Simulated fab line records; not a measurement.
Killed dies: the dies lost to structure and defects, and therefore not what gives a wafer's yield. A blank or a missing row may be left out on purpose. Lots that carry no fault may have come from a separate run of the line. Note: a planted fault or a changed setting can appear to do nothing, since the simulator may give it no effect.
What tool caused it? + flow sky130 + Sampling: 14 lots, 42 wafers, 4 of 708 route steps

## WHAT THE GAUGES SHOWED, per wafer
SKY_LDD_P_OVL_MEAS_08.
| lot  | measured     | on         | LDD_P_OVL (nm) |
|------|--------------|------------|----------------|
| L527 | day 19 14:38 | overlay-01 | -0.6 -1.6 0.7  |
| L528 | day 19 18:19 | overlay-02 | 0.5 -0.7 -0.4  |
| L529 | day 19 21:20 | overlay-02 | -0.3 -0.5 -1.1 |
| L531 | day 20 07:55 | overlay-01 | 0.3 0.0 -0.8   |
| L533 | day 21 08:05 | overlay-02 | 0.9 2.9 2.8    |
| L532 | day 21 10:42 | overlay-01 | -1.8 0.7 -1.1  |
| L534 | day 21 13:56 | overlay-02 | 0.1 0.0 2.6    |
| L535 | day 21 22:59 | overlay-01 | 0.0 2.1 0.3    |
| L536 | day 22 10:38 | overlay-01 | 0.4 0.9 -0.8   |
| L538 | day 23 15:16 | overlay-01 | -0.3 -0.2 -0.8 |
| L540 | day 24 05:42 | overlay-02 | 1.5 -0.1 0.8   |
| L541 | day 24 08:08 | overlay-02 | 1.0 1.6 1.6    |
| L543 | day 24 21:36 | overlay-01 | -1.4 -2.3 -0.2 |
| L549 | day 26 18:37 | overlay-02 | 0.3 2.6 1.9    |

SKY_LDD_LDN_OVL_MEAS_07.
| lot  | measured     | on         | LDD_LDN_OVL (nm) |
|------|--------------|------------|------------------|
| L527 | day 23 12:04 | overlay-02 | 0.5 1.1 1.8      |
| L528 | day 23 15:25 | overlay-02 | 2.3 0.8 0.4      |
| L529 | day 23 18:28 | overlay-01 | -1.1 -1.0 -1.1   |
| L531 | day 24 03:49 | overlay-01 | 1.3 1.4 0.5      |
| L533 | day 25 03:31 | overlay-01 | -0.1 1.0 -0.5    |
| L532 | day 25 05:49 | overlay-02 | -0.2 0.4 1.4     |
| L534 | day 25 09:02 | overlay-02 | 1.6 1.9 1.3      |
| L535 | day 25 18:53 | overlay-02 | 0.6 1.9 2.1      |
| L536 | day 26 04:07 | overlay-02 | 1.2 2.5 0.6      |
| L538 | day 27 07:58 | overlay-01 | 0.1 0.7 1.1      |
| L540 | day 27 21:16 | overlay-01 | 2.1 1.8 1.4      |
| L541 | day 27 23:54 | overlay-01 | 0.3 2.6 1.2      |
| L543 | day 28 14:13 | overlay-01 | -1.0 -2.3 -2.3   |
| L549 | day 30 06:52 | overlay-01 | 0.6 1.0 1.8      |

SKY_SPACER_THK_MEAS_01.
| lot  | measured     | on            | SPACER_CVD_00_THK (nm) |
|------|--------------|---------------|------------------------|
| L527 | day 23 14:07 | film-metro-02 | 43.3 43.6 43.6         |
| L528 | day 23 17:28 | film-metro-03 | 42.7 42.8 42.4         |
| L529 | day 23 21:55 | film-metro-03 | 42.9 43.1 42.9         |
| L531 | day 24 05:52 | film-metro-04 | 43.1 42.5 42.8         |
| L533 | day 25 05:35 | film-metro-04 | 43.4 43.2 42.9         |
| L532 | day 25 07:52 | film-metro-03 | 42.8 42.7 42.7         |
| L534 | day 25 11:52 | film-metro-04 | 43.3 43.3 43.4         |
| L535 | day 25 21:01 | film-metro-03 | 43.3 43.7 43.4         |
| L536 | day 26 06:27 | film-metro-02 | 43.7 43.3 43.0         |
| L538 | day 27 10:01 | film-metro-03 | 43.3 43.5 43.2         |
| L540 | day 27 23:19 | film-metro-04 | 42.9 42.9 42.6         |
| L541 | day 28 01:58 | film-metro-04 | 43.4 44.0 43.5         |
| L543 | day 28 16:17 | film-metro-03 | 43.0 42.8 42.7         |
| L549 | day 30 10:34 | film-metro-02 | 44.0 43.2 43.6         |

## WHICH TOOL RAN EACH LOT (tool, then ch and the chambers of the sampled wafers, then the start)
| lot  | SKY_LDD_LDN_DEVELOP_06            |
|------|-----------------------------------|
| L527 | litho-track-01 ch 0, day 23 11:56 |
| L528 | litho-track-02 ch 0, day 23 15:16 |
| L529 | litho-track-03 ch 0, day 23 18:20 |
| L531 | litho-track-02 ch 0, day 24 03:40 |
| L533 | litho-track-02 ch 0, day 25 03:23 |
| L532 | litho-track-02 ch 0, day 25 05:40 |
| L534 | litho-track-02 ch 0, day 25 08:55 |
| L535 | litho-track-03 ch 0, day 25 18:46 |
| L536 | litho-track-02 ch 0, day 26 03:58 |
| L538 | litho-track-01 ch 0, day 27 07:48 |
| L540 | litho-track-02 ch 0, day 27 21:07 |
| L541 | litho-track-01 ch 0, day 27 23:45 |
| L543 | litho-track-01 ch 0, day 28 14:08 |
| L549 | litho-track-02 ch 0, day 30 06:43 |
- SKY_LDD_LDN_DEVELOP_06: develop time 60 s.

## AS READ BY THE TOOLS THEMSELVES (means over the sampled wafers that have a number; for cases with no such wafer, the mark the record gives instead)
SKY_LDD_LDN_DEVELOP_06.
| lot  | tool           | developer-temp-C (C) |
|------|----------------|----------------------|
| L527 | litho-track-01 | 22.95                |
| L528 | litho-track-02 | 22.82                |
| L529 | litho-track-03 | 22.95                |
| L531 | litho-track-02 | 22.86                |
| L533 | litho-track-02 | 22.95                |
| L532 | litho-track-02 | 23.00                |
| L534 | litho-track-02 | 23.01                |
| L535 | litho-track-03 | 23.06                |
| L536 | litho-track-02 | 22.88                |
| L538 | litho-track-01 | 23.09                |
| L540 | litho-track-02 | 23.03                |
| L541 | litho-track-01 | 22.04                |
| L543 | litho-track-01 | 22.02                |
| L549 | litho-track-02 | 23.15                |

## THE ANSWER, worked out from the rows above alone
Rule: the lots themselves supply what counts as usual. Put in order of their means at a reading, lots are off if they are a third of the lots or fewer, leave a main group of 4 or more, and stand apart from it by a gap of 3 or more times the standard deviation of the main group's means; of several such gaps the widest counts. If all means in a main group match to the digits the tables above print for the reading, that group is not used. A lot without any number at a reading at which 4 lots or more have one is off too. All remaining lots with rows at the step are treated as sound. The gauges are gone through in route order, then the tools' own readings, and for those a lot's mean is taken as printed above. The first step at which some lot is off is used, and at that step the reading that is off furthest; a lot without a number counts as furthest.
Off, at SKY_LDD_LDN_DEVELOP_06 on developer-temp-C: L541, L543. For the main group the mean is 22.98 C and the standard deviation 0.093.
A tool fits if, at that step or a process step before it, it ran every lot that is off, and no sound lot after the first of them. One fits: litho-track-01 at SKY_LDD_LDN_DEVELOP_06. A fault onset in the window from L538 (day 27 07:48, its last sound lot) to L541 (day 27 23:45, its first lot off) fits.
The tool's own readings at SKY_LDD_LDN_DEVELOP_06 bear it out: on the lots that are off they differ by more than 5 times the standard deviation of the sound lots' means. developer-temp-C reads 22.03 C there against 22.98 C on the sound lots.

## WHAT THE SIMULATOR HAD PUT IN
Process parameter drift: litho-track-01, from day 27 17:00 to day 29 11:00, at SKY_LDD_LDN_DEVELOP_06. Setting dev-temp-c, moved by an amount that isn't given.
Shown lots that were struck: L541, L543. The same result came from the rule above.
